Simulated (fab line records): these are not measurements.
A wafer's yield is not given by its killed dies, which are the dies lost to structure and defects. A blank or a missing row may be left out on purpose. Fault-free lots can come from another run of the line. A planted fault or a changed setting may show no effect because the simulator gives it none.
A sampling plan put to the test / flow sky130 / one line in one fab, 39 faults in these records, each fault weighed on the records of the lots it struck
Plan = the line's own looks (route steps where a gauge or an inspection reads the wafer without altering it). Where struck wafers have a number at a look and the file lists that look's usual mean and standard deviation on fault-free wafers, the look can be judged. Caught: the struck wafers' mean, at a look after the fault's first step, is 4 or more of those standard deviations (sigma) away from the usual mean. On the tool: the identical test, applied to the tool's own readings at the steps of the fault. It also counts as caught if the struck wafers ran another recipe or if their record alone is blank.

== THE FAULTS, as the simulator had put them in ==
1. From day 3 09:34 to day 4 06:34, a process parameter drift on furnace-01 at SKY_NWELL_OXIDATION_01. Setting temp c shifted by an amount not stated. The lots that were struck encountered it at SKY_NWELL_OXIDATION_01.
2. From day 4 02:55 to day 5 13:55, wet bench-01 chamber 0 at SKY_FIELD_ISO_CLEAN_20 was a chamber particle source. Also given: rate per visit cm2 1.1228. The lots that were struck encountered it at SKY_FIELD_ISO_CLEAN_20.
3. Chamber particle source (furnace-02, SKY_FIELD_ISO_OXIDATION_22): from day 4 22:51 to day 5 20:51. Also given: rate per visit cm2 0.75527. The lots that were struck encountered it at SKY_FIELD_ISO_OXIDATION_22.
4. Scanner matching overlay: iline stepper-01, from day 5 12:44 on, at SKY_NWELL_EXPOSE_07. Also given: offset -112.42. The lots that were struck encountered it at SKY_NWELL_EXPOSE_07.
5. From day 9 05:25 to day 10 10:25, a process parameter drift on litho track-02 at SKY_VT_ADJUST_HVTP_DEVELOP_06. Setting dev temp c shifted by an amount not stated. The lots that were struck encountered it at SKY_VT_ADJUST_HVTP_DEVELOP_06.
6. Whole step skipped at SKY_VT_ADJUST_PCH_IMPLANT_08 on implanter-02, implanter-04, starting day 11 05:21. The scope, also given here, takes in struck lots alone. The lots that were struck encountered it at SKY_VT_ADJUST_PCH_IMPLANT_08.
7. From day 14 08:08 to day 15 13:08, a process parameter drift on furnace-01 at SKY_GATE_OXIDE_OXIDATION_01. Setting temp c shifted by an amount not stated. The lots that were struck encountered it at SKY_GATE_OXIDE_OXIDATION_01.
8. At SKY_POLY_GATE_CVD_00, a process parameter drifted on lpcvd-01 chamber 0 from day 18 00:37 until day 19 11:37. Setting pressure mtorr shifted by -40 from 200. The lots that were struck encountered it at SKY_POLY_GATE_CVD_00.
9. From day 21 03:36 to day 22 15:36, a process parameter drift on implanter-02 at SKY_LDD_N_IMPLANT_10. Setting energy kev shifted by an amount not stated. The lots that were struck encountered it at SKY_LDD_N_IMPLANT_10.
10. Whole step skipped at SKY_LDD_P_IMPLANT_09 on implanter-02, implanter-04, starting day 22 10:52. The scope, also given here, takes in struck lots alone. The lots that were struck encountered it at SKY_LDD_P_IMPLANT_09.
11. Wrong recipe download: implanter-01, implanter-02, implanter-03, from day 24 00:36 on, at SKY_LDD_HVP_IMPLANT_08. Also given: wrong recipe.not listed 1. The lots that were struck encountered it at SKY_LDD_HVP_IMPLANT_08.
12. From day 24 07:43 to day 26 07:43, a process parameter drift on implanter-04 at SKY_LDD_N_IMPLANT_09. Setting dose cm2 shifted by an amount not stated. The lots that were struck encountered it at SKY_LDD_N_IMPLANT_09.
13. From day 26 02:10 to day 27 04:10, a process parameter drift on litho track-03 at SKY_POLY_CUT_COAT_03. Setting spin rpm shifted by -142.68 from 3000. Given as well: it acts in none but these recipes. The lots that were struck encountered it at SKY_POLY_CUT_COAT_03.
14. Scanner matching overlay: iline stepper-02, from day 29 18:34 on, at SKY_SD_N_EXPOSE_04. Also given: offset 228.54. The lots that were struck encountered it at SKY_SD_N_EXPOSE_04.
15. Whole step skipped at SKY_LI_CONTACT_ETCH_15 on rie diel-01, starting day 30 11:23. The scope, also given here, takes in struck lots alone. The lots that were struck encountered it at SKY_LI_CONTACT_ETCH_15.
16. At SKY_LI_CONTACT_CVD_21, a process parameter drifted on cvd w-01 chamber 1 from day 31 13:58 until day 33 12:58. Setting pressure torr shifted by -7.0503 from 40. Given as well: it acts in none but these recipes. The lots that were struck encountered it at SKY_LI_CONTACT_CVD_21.
17. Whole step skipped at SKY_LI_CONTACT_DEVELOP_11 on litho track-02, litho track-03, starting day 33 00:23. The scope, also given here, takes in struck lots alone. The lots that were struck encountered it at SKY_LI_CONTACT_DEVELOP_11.
18. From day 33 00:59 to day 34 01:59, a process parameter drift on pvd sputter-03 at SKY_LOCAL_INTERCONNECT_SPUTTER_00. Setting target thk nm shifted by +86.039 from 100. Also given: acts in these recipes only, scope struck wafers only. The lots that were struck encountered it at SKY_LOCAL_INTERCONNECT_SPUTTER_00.
19. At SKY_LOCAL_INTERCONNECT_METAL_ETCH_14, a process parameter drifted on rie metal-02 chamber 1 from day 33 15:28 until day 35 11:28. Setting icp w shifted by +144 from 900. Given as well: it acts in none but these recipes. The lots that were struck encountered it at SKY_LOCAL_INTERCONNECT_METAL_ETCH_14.
20. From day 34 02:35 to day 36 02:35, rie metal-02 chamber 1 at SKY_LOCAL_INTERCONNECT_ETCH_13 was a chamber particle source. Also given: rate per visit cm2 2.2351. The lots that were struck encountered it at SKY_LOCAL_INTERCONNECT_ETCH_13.
21. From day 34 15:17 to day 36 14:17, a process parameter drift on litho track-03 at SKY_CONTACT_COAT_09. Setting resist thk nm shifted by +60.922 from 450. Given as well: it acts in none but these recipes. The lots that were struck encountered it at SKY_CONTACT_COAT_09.
22. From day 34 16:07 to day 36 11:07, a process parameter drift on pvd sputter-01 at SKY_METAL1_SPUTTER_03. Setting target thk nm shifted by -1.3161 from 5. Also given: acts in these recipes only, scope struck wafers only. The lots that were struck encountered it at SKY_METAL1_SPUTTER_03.
23. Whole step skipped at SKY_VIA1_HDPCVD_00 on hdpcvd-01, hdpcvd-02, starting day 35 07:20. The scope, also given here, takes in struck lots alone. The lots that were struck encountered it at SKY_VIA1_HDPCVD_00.
24. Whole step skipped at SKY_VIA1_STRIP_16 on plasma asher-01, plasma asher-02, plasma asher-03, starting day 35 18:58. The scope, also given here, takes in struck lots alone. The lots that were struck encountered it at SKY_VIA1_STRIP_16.
25. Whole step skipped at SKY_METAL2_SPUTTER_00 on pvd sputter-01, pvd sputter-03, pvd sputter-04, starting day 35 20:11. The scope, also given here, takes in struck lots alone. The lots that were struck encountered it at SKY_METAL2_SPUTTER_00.
26. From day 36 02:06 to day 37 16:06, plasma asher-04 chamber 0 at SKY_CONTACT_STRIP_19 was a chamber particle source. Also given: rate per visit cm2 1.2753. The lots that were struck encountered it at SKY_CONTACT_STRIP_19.
27. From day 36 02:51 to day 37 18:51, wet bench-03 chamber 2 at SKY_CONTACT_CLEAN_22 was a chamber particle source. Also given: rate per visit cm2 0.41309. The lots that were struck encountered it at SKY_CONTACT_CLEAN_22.
28. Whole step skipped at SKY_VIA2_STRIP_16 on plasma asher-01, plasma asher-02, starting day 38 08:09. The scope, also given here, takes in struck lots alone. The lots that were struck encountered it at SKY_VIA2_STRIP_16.
29. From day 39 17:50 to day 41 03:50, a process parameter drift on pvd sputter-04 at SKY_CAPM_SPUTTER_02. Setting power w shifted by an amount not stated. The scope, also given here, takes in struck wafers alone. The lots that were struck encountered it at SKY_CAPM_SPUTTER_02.
30. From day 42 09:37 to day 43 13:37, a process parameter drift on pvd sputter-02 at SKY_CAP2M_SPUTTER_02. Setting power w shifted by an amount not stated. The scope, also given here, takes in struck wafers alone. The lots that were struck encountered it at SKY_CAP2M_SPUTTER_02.
31. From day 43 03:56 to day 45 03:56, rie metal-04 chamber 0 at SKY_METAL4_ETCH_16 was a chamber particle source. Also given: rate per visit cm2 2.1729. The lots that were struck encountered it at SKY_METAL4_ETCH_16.
32. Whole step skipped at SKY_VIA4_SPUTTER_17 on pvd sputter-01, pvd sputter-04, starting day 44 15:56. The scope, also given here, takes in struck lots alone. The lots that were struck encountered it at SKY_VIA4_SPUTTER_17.
33. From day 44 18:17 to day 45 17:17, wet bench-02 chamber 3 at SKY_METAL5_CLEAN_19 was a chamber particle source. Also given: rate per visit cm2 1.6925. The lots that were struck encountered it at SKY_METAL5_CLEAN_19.
34. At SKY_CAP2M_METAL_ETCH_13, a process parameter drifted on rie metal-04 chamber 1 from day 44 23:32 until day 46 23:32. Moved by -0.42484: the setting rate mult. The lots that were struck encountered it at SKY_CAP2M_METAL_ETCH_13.
35. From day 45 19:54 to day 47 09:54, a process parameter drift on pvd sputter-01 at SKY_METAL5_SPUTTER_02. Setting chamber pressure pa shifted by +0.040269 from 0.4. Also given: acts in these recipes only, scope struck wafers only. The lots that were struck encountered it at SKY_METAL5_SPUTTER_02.
36. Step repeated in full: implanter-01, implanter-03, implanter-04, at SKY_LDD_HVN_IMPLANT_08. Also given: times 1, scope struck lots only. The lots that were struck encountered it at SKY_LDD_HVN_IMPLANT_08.
37. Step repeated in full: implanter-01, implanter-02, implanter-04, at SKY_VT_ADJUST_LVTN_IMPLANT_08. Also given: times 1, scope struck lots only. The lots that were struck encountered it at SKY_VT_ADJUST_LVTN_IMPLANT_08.
38. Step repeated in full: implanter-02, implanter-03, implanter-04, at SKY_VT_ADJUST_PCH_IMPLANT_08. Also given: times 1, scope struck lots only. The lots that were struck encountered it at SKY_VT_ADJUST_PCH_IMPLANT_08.
39. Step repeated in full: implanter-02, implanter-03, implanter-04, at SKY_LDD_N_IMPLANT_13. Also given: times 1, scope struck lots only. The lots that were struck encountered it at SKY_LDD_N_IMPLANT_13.

== WHAT THE PLAN SAW ==
fault=1; on the tool itself=tube center temp C -99 or beyond sigma; first look that catches it=SKY_NWELL_THK_MEAS_02; reading, sigma=NWELL_OXIDATION_THK -34; median hours from its first step to that look=1.4; hours from the fault's start to the first struck lot there=4; judged looks passed uncaught=0
fault=2; on the tool itself=no reading that can be judged; first look that catches it=not the one look that can be judged after it; reading, sigma=-; median hours from its first step to that look=-; hours from the fault's start to the first struck lot there=-; judged looks passed uncaught=1
fault=3; on the tool itself=under 2 sigma; first look that catches it=none of the 5 looks that can be judged after it; reading, sigma=-; median hours from its first step to that look=-; hours from the fault's start to the first struck lot there=-; judged looks passed uncaught=5
fault=4; on the tool itself=no reading that can be judged; first look that catches it=SKY_NWELL_OVL_MEAS_10; reading, sigma=NWELL_00_OVL -86; median hours from its first step to that look=8.3; hours from the fault's start to the first struck lot there=12; judged looks passed uncaught=0
fault=5; on the tool itself=developer temp C +20 sigma; first look that catches it=not the one look that can be judged after it; reading, sigma=-; median hours from its first step to that look=-; hours from the fault's start to the first struck lot there=-; judged looks passed uncaught=1
fault=6; on the tool itself=the tool's record is blank for the struck wafers; first look that catches it=SKY_VT_ADJUST_PCH_TW_MEAS_10; reading, sigma=VT_ADJUST_PCH_TW -75; median hours from its first step to that look=0.2; hours from the fault's start to the first struck lot there=1; judged looks passed uncaught=0
fault=7; on the tool itself=tube center temp C +99 or beyond sigma; first look that catches it=SKY_GATE_OXIDE_THK_MEAS_02; reading, sigma=GATE_OXIDE_OXIDATION_00_THK +18; median hours from its first step to that look=1.4; hours from the fault's start to the first struck lot there=10; judged looks passed uncaught=0
fault=8; on the tool itself=pressure mtorr -88 sigma; first look that catches it=SKY_POLY_GATE_THK_MEAS_01; reading, sigma=POLY_GATE_CVD_00_THK -15; median hours from its first step to that look=1.2; hours from the fault's start to the first struck lot there=6; judged looks passed uncaught=0
fault=9; on the tool itself=beam energy keV +99 or beyond sigma; first look that catches it=no look after it can be judged; reading, sigma=-; median hours from its first step to that look=-; hours from the fault's start to the first struck lot there=-; judged looks passed uncaught=0
fault=10; on the tool itself=the tool's record is blank for the struck wafers; first look that catches it=SKY_LDD_P_TW_MEAS_11; reading, sigma=LDD_P_TW -67; median hours from its first step to that look=0.2; hours from the fault's start to the first struck lot there=4; judged looks passed uncaught=0
fault=11; on the tool itself=no reading that can be judged; first look that catches it=SKY_LDD_HVP_TW_MEAS_10; reading, sigma=LDD_HVP_TW +59; median hours from its first step to that look=0.2; hours from the fault's start to the first struck lot there=2; judged looks passed uncaught=0
fault=12; on the tool itself=dose ions cm2 -99 or beyond sigma; first look that catches it=not the one look that can be judged after it; reading, sigma=strongest: LDD_HVP_OVL at SKY_LDD_HVP_OVL_MEAS_07, +2.0; median hours from its first step to that look=-; hours from the fault's start to the first struck lot there=-; judged looks passed uncaught=1
fault=13; on the tool itself=spin speed rpm -79 sigma; first look that catches it=not the one look that can be judged after it; reading, sigma=-; median hours from its first step to that look=-; hours from the fault's start to the first struck lot there=-; judged looks passed uncaught=1
fault=14; on the tool itself=under 2 sigma; first look that catches it=SKY_SD_N_OVL_MEAS_08; reading, sigma=SD_N_OVL +99 or beyond; median hours from its first step to that look=13.8; hours from the fault's start to the first struck lot there=18; judged looks passed uncaught=0
fault=15; on the tool itself=the tool's record is blank for the struck wafers; first look that catches it=no look after it can be judged; reading, sigma=-; median hours from its first step to that look=-; hours from the fault's start to the first struck lot there=-; judged looks passed uncaught=0
fault=16; on the tool itself=chamber pressure Torr -74 sigma; first look that catches it=SKY_LI_CONTACT_RS_MEAS_22; reading, sigma=LI_CONTACT_W_RS +11; median hours from its first step to that look=0.1; hours from the fault's start to the first struck lot there=12; judged looks passed uncaught=0
fault=17; on the tool itself=no reading that can be judged; first look that catches it=no look after it can be judged; reading, sigma=-; median hours from its first step to that look=-; hours from the fault's start to the first struck lot there=-; judged looks passed uncaught=0
fault=18; on the tool itself=under 2 sigma; first look that catches it=SKY_LOCAL_INTERCONNECT_RS_MEAS_01; reading, sigma=LOCAL_INTERCONNECT_TIN_RS -37; median hours from its first step to that look=0.1; hours from the fault's start to the first struck lot there=1; judged looks passed uncaught=0
fault=19; on the tool itself=rf fwd power W +44 sigma; first look that catches it=not the one look that can be judged after it; reading, sigma=-; median hours from its first step to that look=-; hours from the fault's start to the first struck lot there=-; judged looks passed uncaught=1
fault=20; on the tool itself=only faintly: bias w -2.7 sigma; first look that catches it=not the one look that can be judged after it; reading, sigma=-; median hours from its first step to that look=-; hours from the fault's start to the first struck lot there=-; judged looks passed uncaught=1
fault=21; on the tool itself=under 2 sigma; first look that catches it=no look after it can be judged; reading, sigma=-; median hours from its first step to that look=-; hours from the fault's start to the first struck lot there=-; judged looks passed uncaught=0
fault=22; on the tool itself=under 2 sigma; first look that catches it=no look after it can be judged; reading, sigma=-; median hours from its first step to that look=-; hours from the fault's start to the first struck lot there=-; judged looks passed uncaught=0
fault=23; on the tool itself=the tool's record is blank for the struck wafers; first look that catches it=no look after it can be judged; reading, sigma=-; median hours from its first step to that look=-; hours from the fault's start to the first struck lot there=-; judged looks passed uncaught=0
fault=24; on the tool itself=the tool's record is blank for the struck wafers; first look that catches it=no look after it can be judged; reading, sigma=-; median hours from its first step to that look=-; hours from the fault's start to the first struck lot there=-; judged looks passed uncaught=0
fault=25; on the tool itself=the tool's record is blank for the struck wafers; first look that catches it=no look after it can be judged; reading, sigma=-; median hours from its first step to that look=-; hours from the fault's start to the first struck lot there=-; judged looks passed uncaught=0
fault=26; on the tool itself=under 2 sigma; first look that catches it=not the one look that can be judged after it; reading, sigma=-; median hours from its first step to that look=-; hours from the fault's start to the first struck lot there=-; judged looks passed uncaught=1
fault=27; on the tool itself=no reading that can be judged; first look that catches it=not the one look that can be judged after it; reading, sigma=-; median hours from its first step to that look=-; hours from the fault's start to the first struck lot there=-; judged looks passed uncaught=1
fault=28; on the tool itself=the tool's record is blank for the struck wafers; first look that catches it=no look after it can be judged; reading, sigma=-; median hours from its first step to that look=-; hours from the fault's start to the first struck lot there=-; judged looks passed uncaught=0
fault=29; on the tool itself=cathode dc power W -99 or beyond sigma; first look that catches it=SKY_CAPM_RS_MEAS_03; reading, sigma=CAPM_TIN_RS +99 or beyond; median hours from its first step to that look=0.1; hours from the fault's start to the first struck lot there=11; judged looks passed uncaught=0
fault=30; on the tool itself=cathode dc power W +99 or beyond sigma; first look that catches it=SKY_CAP2M_RS_MEAS_03; reading, sigma=CAP2M_TIN_RS -12; median hours from its first step to that look=0.1; hours from the fault's start to the first struck lot there=10; judged looks passed uncaught=0
fault=31; on the tool itself=under 2 sigma; first look that catches it=not the one look that can be judged after it; reading, sigma=-; median hours from its first step to that look=-; hours from the fault's start to the first struck lot there=-; judged looks passed uncaught=1
fault=32; on the tool itself=the tool's record is blank for the struck wafers; first look that catches it=no look after it can be judged; reading, sigma=-; median hours from its first step to that look=-; hours from the fault's start to the first struck lot there=-; judged looks passed uncaught=0
fault=33; on the tool itself=no reading that can be judged; first look that catches it=no look after it can be judged; reading, sigma=-; median hours from its first step to that look=-; hours from the fault's start to the first struck lot there=-; judged looks passed uncaught=0
fault=34; on the tool itself=oes product au -29 sigma; first look that catches it=no look after it can be judged; reading, sigma=-; median hours from its first step to that look=-; hours from the fault's start to the first struck lot there=-; judged looks passed uncaught=0
fault=35; on the tool itself=chamber pressure pa +49 sigma; first look that catches it=none of the 2 looks that can be judged after it; reading, sigma=strongest: METAL5_ALCU_RS at SKY_METAL5_RS_MEAS_05, +3.5; median hours from its first step to that look=-; hours from the fault's start to the first struck lot there=-; judged looks passed uncaught=2
fault=36; on the tool itself=under 2 sigma; first look that catches it=SKY_LDD_HVN_TW_MEAS_10; reading, sigma=LDD_HVN_TW +23; median hours from its first step to that look=0.6; hours from the fault's start to the first struck lot there=-; judged looks passed uncaught=0
fault=37; on the tool itself=under 2 sigma; first look that catches it=SKY_VT_ADJUST_LVTN_TW_MEAS_10; reading, sigma=VT_ADJUST_LVTN_TW +30; median hours from its first step to that look=0.6; hours from the fault's start to the first struck lot there=-; judged looks passed uncaught=0
fault=38; on the tool itself=under 2 sigma; first look that catches it=SKY_VT_ADJUST_PCH_TW_MEAS_10; reading, sigma=VT_ADJUST_PCH_TW +20; median hours from its first step to that look=0.6; hours from the fault's start to the first struck lot there=-; judged looks passed uncaught=0
fault=39; on the tool itself=under 2 sigma; first look that catches it=no look after it can be judged; reading, sigma=-; median hours from its first step to that look=-; hours from the fault's start to the first struck lot there=-; judged looks passed uncaught=0
A dash: the fault is not caught, or the number is missing from these records.

Caught at a look: 15 of 39. Caught on the tool: 21 of 39. By one or the other: 28 of 39.
Faults 5, 9, 12, 13, 15, 19, 23, 24, 25, 28, 32, 34, 35 were caught on the tool alone.
Caught at a look alone: faults 4, 11, 14, 18, 36, 37, 38.
Caught by neither: faults 2, 3, 17, 20, 21, 22, 26, 27, 31, 33, 39.

== THINNER SAMPLING ==
Were the look that catches a fault to measure just every second or every third lot (counted by lot number), the first struck lot would, at worst, be measured this late:
fault=1; struck lots at that look, in order of time=L982, L983; every lot=4 h; every second lot=11 h; every third lot=may miss all 2
fault=4; struck lots at that look, in order of time=L186, L187, L189, L190; every lot=12 h; every second lot=17 h; every third lot=may miss all 4
fault=6; struck lots at that look, in order of time=L845, L848, L847; every lot=1 h; every second lot=7 h; every third lot=may miss all 3
fault=7; struck lots at that look, in order of time=L148, L149, L150; every lot=10 h; every second lot=11 h; every third lot=17 h
fault=8; struck lots at that look, in order of time=L198; every lot=6 h; every second lot=may miss it; every third lot=may miss it
fault=10; struck lots at that look, in order of time=L312, L313, L314; every lot=4 h; every second lot=21 h; every third lot=24 h
fault=11; struck lots at that look, in order of time=L783, L784, L785, L786; every lot=2 h; every second lot=10 h; every third lot=18 h
fault=14; struck lots at that look, in order of time=L601, L602, L603, L604; every lot=18 h; every second lot=25 h; every third lot=47 h
fault=16; struck lots at that look, in order of time=L500, L504; every lot=12 h; every second lot=may miss all 2; every third lot=may miss all 2
fault=18; struck lots at that look, in order of time=L840, L843; every lot=1 h; every second lot=17 h; every third lot=may miss all 2
fault=29; struck lots at that look, in order of time=L883; every lot=11 h; every second lot=may miss it; every third lot=may miss it
fault=30; struck lots at that look, in order of time=L298, L299; every lot=10 h; every second lot=11 h; every third lot=may miss all 2
Hours count from the start of the fault until the first struck lot that is measured. Since the struck wafers were tested as one group against 4 sigma, a single lot by itself may lie under the limit. Other struck lots may not be in these records.

== THE LONGEST TIMED WAY FROM STEP TO LOOK ==
Fault 14: median gap of 13.8 hours between SKY_SD_N_EXPOSE_04 and SKY_SD_N_OVL_MEAS_08. No look between them can be judged.
